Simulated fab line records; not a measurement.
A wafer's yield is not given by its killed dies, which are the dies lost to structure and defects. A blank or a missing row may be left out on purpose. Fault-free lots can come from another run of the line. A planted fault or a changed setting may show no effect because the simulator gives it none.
Which tool did it? ; flow sky130 ; 18 wafers from 6 lots sampled at 3 of the route's 708 steps

## WHAT THE GAUGES SHOWED, per wafer
SKY_SD_N_CD_MEAS_07 targets a cd of 380 nm.
lot;measured;on;cd-nm (nm)
L977;day 28 22:36;cd-sem-02;378.8 380.3 377.7
L981;day 30 12:25;cd-sem-01;379.7 379.8 379.4
L984;day 31 06:42;cd-sem-02;381.3 382.5 380.7
L988;day 32 16:29;cd-sem-01;389.9 391.8 389.1
L993;day 34 15:58;cd-sem-01;381.2 380.3 379.1
L995;day 35 08:56;cd-sem-02;381.9 385.5 383.5

## WHAT TOOL EACH LOT RAN ON (gives the tool, then ch and the chambers of the sampled wafers, and finally the start)
lot;SKY_POLY_CUT_ETCH_11;SKY_SD_N_DEVELOP_06
L977;rie-diel-03 ch 0,1, day 25 07:34;litho-track-04 ch 0, day 28 22:28
L981;rie-diel-01 ch 1,3, day 27 00:59;litho-track-03 ch 0, day 30 12:16
L984;rie-diel-03 ch 0,2, day 27 19:20;litho-track-02 ch 0, day 31 06:34
L988;rie-diel-03 ch 0,1,2, day 29 06:35;litho-track-02 ch 0, day 32 16:20
L993;rie-diel-04 ch 2,3, day 31 06:35;litho-track-03 ch 0, day 34 15:49
L995;rie-diel-04 ch 1,2, day 32 03:11;litho-track-03 ch 0, day 35 08:48
- SKY_POLY_CUT_ETCH_11: etches Si3N4 in CF4/CH2F2/Ar, stops on poly-Si, time 42.5 s, target depth 60 nm.
- SKY_SD_N_DEVELOP_06: develop time 60 s.

## THE ANSWER, worked out from the rows above alone
Rule: usual is defined by the lots themselves. The widest of any qualifying gaps counts: lots, ordered by their means at a reading, are off when they make up no more than a third of the lots, leave a main group of 4 or more, and stand apart from it by 3 or more times the standard deviation of that group's means. A main group whose means are all the same, to the digits that the tables above print for the reading, isn't used. A lot without any number at a reading at which 4 lots or more have one is off too. Where the step has rows for the other lots, those lots are counted as sound.
Off, at SKY_SD_N_CD_MEAS_07 on cd-nm: L988. For the main group the mean is 380.8 nm and the standard deviation 1.7.
If a tool, at a process step before that reading, ran all the lots that are off and no sound lot after the first of them, it fits. Gauges at SKY_SD_N_CD_MEAS_07: tried the same way as those tools. 2 tools fit, rie-diel-03 at SKY_POLY_CUT_ETCH_11 and litho-track-02 at SKY_SD_N_DEVELOP_06, so this cannot tell which one it is.

## WHAT THE SIMULATOR HAD INSERTED
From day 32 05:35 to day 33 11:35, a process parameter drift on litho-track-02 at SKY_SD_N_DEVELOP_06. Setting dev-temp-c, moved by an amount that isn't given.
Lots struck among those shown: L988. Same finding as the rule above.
